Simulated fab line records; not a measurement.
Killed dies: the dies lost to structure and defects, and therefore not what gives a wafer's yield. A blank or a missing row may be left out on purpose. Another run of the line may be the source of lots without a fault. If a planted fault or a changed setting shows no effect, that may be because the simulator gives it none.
Code-filled problem report in 8D (eight disciplines) form :: flow gf180mcu :: the parts of the form that need people (team, actions taken, sign-off) are left out

1. WHAT WENT WRONG
heaterPowerTotalW at GF_VT_IMPLANT_SOFTBAKE_36 reads a mean of 61.27 W on 9 wafers of 3 lots; wafers without a fault read 56.60 W with a standard deviation of 0.043. That is +99 or more standard deviations from the usual mean.
The step: time 60 s.
First observed at day 9 11:18: wafer L850.3, on lithoTrack-01. Wafers with a number at this step in the record: 39, from 13 lots. By rule, "out" or "out of limits" means more than 4 standard deviations away from the usual mean. All remaining wafers that have a number are taken as sound.

2. WHAT IT IS; WHAT IT IS NOT
question: which readings at this step
is: heaterPowerTotalW, runLengthS
is not: -

question: which lots
is: L850, L851, L853
is not: L843, L845, L848, L854, L860, L861, L862, L863, L864, L865

question: which wafers of those lots
is: all that have a number
is not: -

question: read on which tools
is: lithoTrack-01
is not: lithoTrack-02, lithoTrack-03

question: when
is: from day 9 11:18
is not: up to then (9 sound wafers); but 21 sound wafers of L854, L860, L861, L862, L863, L864, L865 came after

3. THE SUSPECTS, EACH WITH WHAT RULES IT OUT
Counting: a tool stays on the suspect list if, at a process step up to the reading, it processed all lots that are out and no sound lot following the first of them.
- lithoTrack-01 at GF_VT_IMPLANT_SOFTBAKE_36 (time 60 s): ruled out as a lasting fault. The sound lots L864 went through it after L850, its earliest lot that is out (day 9 11:18).
Left after counting: nothing in the record.

4. THE CAUSE (what the simulator had put in)
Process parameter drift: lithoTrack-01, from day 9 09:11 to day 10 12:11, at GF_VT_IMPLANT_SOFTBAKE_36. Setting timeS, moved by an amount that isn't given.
Counting ruled it out, wrongly.

5. SEQUENCE OF EFFECTS, ordered by route
Rows list readings where the struck wafers' mean (over those with a number) sits beyond 3 standard deviations from the usual. Only readings for which the record gives a usual standard deviation are gone through. hours: the time from each lot's start at the first step in this table that gives one to its start at this step, as a median over the lots. sigmas: the change in usual standard deviations.
hours: 0
step: GF_VT_IMPLANT_SOFTBAKE_36
reading: heaterPowerTotalW
usual: 56.60 W
on struck wafers: 61.27
change: +4.67
sigmas: +99 or more

hours: 0
step: GF_VT_IMPLANT_SOFTBAKE_36
reading: runLengthS
usual: 89.32 s
on struck wafers: 76.28
change: -13.04
sigmas: -99 or more
Here are the process steps it includes:
- GF_VT_IMPLANT_SOFTBAKE_36: time 60 s.
Readings that are blank on the struck wafers while sound wafers have them: plateTempC at GF_VT_IMPLANT_SOFTBAKE_36.

6. WHAT WOULD HAVE CAUGHT IT SOONER
In this record the first reading out of limits was taken at day 9 11:18, 2 hours after the fault began at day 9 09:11.
